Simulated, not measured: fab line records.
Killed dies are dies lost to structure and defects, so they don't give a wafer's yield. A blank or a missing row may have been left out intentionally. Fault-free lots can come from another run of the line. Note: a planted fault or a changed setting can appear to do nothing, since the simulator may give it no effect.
Shared-tool check | flow gf180mcu | 13 lots, 42 wafers sampled

WHY THIS WAS OPENED
At GF_VT_IMPLANT_TW_MEAS_10 the reading VT_IMPLANT_TW is flagged on 1 of 13 lots. Fault-free wafers read 565, with a standard deviation of 6.6.
Rule: flag the lot when none of its wafers has a number, or when each of its wafers that has one lies beyond 4 standard deviations from that mean. As for the other lots, they are considered sound.

lot  | measured     | on           | VT_IMPLANT_TW, wafer by wafer | flag
L236 | day 5 16:19  | filmMetro-03 | 572 570 567                   | 
L238 | day 6 03:16  | filmMetro-02 | 560 566 566                   | 
L243 | day 7 10:11  | filmMetro-02 | 564 566 566                   | 
L244 | day 7 15:11  | filmMetro-03 | 30 30 30 30 30 30             | FLAGGED
L248 | day 8 18:08  | filmMetro-03 | 565 565 571                   | 
L250 | day 9 06:22  | filmMetro-02 | 564 566 566                   | 
L251 | day 9 13:32  | filmMetro-03 | 576 570 572                   | 
L252 | day 9 16:59  | filmMetro-03 | 573 574 571                   | 
L253 | day 9 23:23  | filmMetro-03 | 573 572 569                   | 
L255 | day 10 14:38 | filmMetro-03 | 564 565 565                   | 
L257 | day 11 00:59 | filmMetro-01 | 552 556 548                   | 
L258 | day 11 05:37 | filmMetro-02 | 569 569 568                   | 
L259 | day 11 13:16 | filmMetro-03 | 571 570 570                   | 
Average over the flagged lots: 30; offset from the usual -535, equal to -81 standard deviations.

WHICH TOOL RAN EACH LOT
The record keeps 1 process step preceding the reading, out of 602 steps on the route. Each cell gives the tool, then ch followed by the chambers the sampled wafers passed through, then the start.
lot  | flag    | GF_VT_IMPLANT_EXPOSE_04
L236 |         | ilineStepper-01 ch 0, day 5 09:19
L238 |         | ilineStepper-01 ch 0, day 5 19:36
L243 |         | ilineStepper-01 ch 0, day 7 01:52
L244 | FLAGGED | ilineStepper-01 ch 0, day 7 07:15
L248 |         | ilineStepper-01 ch 0, day 8 10:07
L250 |         | ilineStepper-01 ch 0, day 8 22:10
L251 |         | ilineStepper-01 ch 0, day 9 05:00
L252 |         | ilineStepper-02 ch 0, day 9 08:28
L253 |         | ilineStepper-01 ch 0, day 9 14:34
L255 |         | ilineStepper-02 ch 0, day 10 05:56
L257 |         | ilineStepper-01 ch 0, day 10 16:37
L258 |         | ilineStepper-01 ch 0, day 10 19:57
L259 |         | ilineStepper-02 ch 0, day 11 03:47
These steps, and what they do:
- GF_VT_IMPLANT_EXPOSE_04: exposes mask LVPWELL LV AREA, target cd 600 nm.
- GF_VT_IMPLANT_TW_MEAS_10

FLAGGED OVER TOTAL, TOOL BY TOOL (the gauges that took the reading come last)
step                     | tool            | lots run | flagged | share of the flagged lots | sound lots run after its first flagged lot
GF_VT_IMPLANT_EXPOSE_04  | ilineStepper-01 | 10       | 1       | all                       | 6 (L248,L250,L251,L253,L257,L258)
GF_VT_IMPLANT_EXPOSE_04  | ilineStepper-02 | 3        | 0       | none                      | -
GF_VT_IMPLANT_TW_MEAS_10 | filmMetro-01    | 1        | 0       | none                      | -
GF_VT_IMPLANT_TW_MEAS_10 | filmMetro-02    | 4        | 0       | none                      | -
GF_VT_IMPLANT_TW_MEAS_10 | filmMetro-03    | 8        | 1       | all                       | 6 (L248,L251,L252,L253,L255,L259)

WHAT THE TABLE PERMITS
Every flagged lot went through 2 rows of the table: ilineStepper-01 at GF_VT_IMPLANT_EXPOSE_04 and filmMetro-03 at GF_VT_IMPLANT_TW_MEAS_10.
- ilineStepper-01 at GF_VT_IMPLANT_EXPOSE_04: 1 of its 10 lots flagged. Lots that were sound ran on it after the first flagged one (L248, L250, L251, L253, L257, L258); a persistent fault on the entire tool would not allow that.
- filmMetro-03 at GF_VT_IMPLANT_TW_MEAS_10: 1 of its 8 lots flagged. Lots that were sound ran on it after the first flagged one (L248, L251, L252, L253, L255, L259); a persistent fault on the entire tool would not allow that.
Not one row of the table ran every flagged lot while running no sound lot after the first.

WHAT HAD BEEN PUT IN BY THE SIMULATOR
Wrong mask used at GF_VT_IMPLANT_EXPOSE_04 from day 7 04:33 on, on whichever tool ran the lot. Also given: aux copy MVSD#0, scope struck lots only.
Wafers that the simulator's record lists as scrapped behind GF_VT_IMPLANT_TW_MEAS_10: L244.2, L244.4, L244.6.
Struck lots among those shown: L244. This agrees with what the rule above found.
